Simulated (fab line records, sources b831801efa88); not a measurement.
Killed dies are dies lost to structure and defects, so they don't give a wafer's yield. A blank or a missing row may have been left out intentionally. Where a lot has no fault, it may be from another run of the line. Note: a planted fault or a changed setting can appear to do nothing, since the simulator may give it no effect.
Struck lot and sound lot, side by side | flow sky130 | 15 steps out of a route of 708
Sound: these wafers, L100.1, L100.3, L100.6. The struck wafers were L110.1, L110.3, L110.4. At the end, the cause is stated.
For every step that has rows: the tool of each side, followed by ch and its chambers, followed by its first start. Under that, the readings that differ: sound wafers | struck wafers | difference of the means | sigmas: that difference in standard deviations of wafers without a fault.
alike: same words and numbers on both sides, and readings whose means sit less than 2 such deviations apart. not compared: any withheld reading, any reading some wafer has no value for, any bound like >300 that may hide the same value, and any number with overlapping values for which the record gives no deviation.
Wherever a step has rows on one side only, a row that says differs or no value, or a row with sigmas, the two part there. Numbers that have no deviation but don't overlap get no sigmas and don't part them. A reading that every wafer of one side lacks parts them only if that side has two wafers or more.

SKY_METAL1_STRIP_20: strips in O2/N2.
  sound on plasma asher-03 ch 0,1, day 35 15:47; struck on plasma asher-01 ch 0,1, day 38 14:22
  alike: drypump motor current A, oes product au, strip time to endpoint s
  not compared: rf hours counter h
then, 4 steps without rows for these wafers: SKY_METAL1_STRIP_21 (strips in post etch residue remover, time 1200 s); SKY_METAL1_CLEAN_22 (cleans in IPA, time 180 s); SKY_METAL1_CLEAN_23 (cleans in O3/DIW); SKY_VIA1_HDPCVD_00 (deposits SiO2, target thk 1030 nm, time 171.7 s).
SKY_VIA1_THK_MEAS_01:
  sound: film metro-04 at day 35 16:29; struck: film metro-03 at day 38 15:04
  alike: VIA1_HDPCVD_THK
SKY_VIA1_CMP_02: polishes SiO2.
  sound on cmp-02 ch 0,3, day 35 16:32; struck on cmp-01 ch 0,1,3, day 38 15:08
  alike: motor current A
SKY_VIA1_BOW_MEAS_03:
  sound: film metro-03 at day 35 16:50; struck: film metro-03 at day 38 15:26
  alike: VIA1_BOW
then, 4 steps without rows for these wafers: SKY_VIA1_DEHYDRATE_04 (time 60 s); SKY_VIA1_HMDS_05 (prime time 60 s); SKY_VIA1_COAT_06 (resist thk 60 nm); SKY_VIA1_COAT_07 (resist thk 450 nm).
SKY_VIA1_SOFTBAKE_08: time 90 s.
  sound on litho track-04 ch 0, day 36 06:00; struck on litho track-02 ch 0, day 39 03:00
  reading                  | sound               | struck            | difference | sigmas
  heater power total W (W) | 57.57 57.26 57.24   | 55.99 56.10 55.94 | -1.35      | -11
  plate temp C (C)         | 100.06 99.91 100.06 | 98.21 98.18 98.28 | -1.79      | -15
then, 1 step without rows for these wafers: SKY_VIA1_EXPOSE_09 (exposes mask VIM, target cd 150 nm).
-- the record jumps here: 11 days lie between the struck wafers' starts before and after (it left off in module VIA1 and takes up again in module PAD_OPEN, whose first step shown is number 708 of the route) --
SKY_PAD_OPEN_PROBE_99:
  sound: prober-01 at day 47 22:51; struck: prober-01 at day 50 00:55
  alike: defect limited yield, killed_at_M0_to_M3, killed_at_M4_up, killed at contacts, killed at front end, killed at other, killed dies, killed open, killed short, sort_bin_3_pad_short, sort_bin_5_function, sort_bin_6_memory, sort n pass, sort yield pct

## WHERE THEY PART
At SKY_VIA1_SOFTBAKE_08 and nowhere else, as far as this record goes. Later steps at which nothing parts them and some readings are alike: SKY_PAD_OPEN_PROBE_99.

WHY: the cause the simulator had injected
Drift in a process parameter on litho track-02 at SKY_VIA1_SOFTBAKE_08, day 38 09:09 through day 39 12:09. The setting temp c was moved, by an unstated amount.
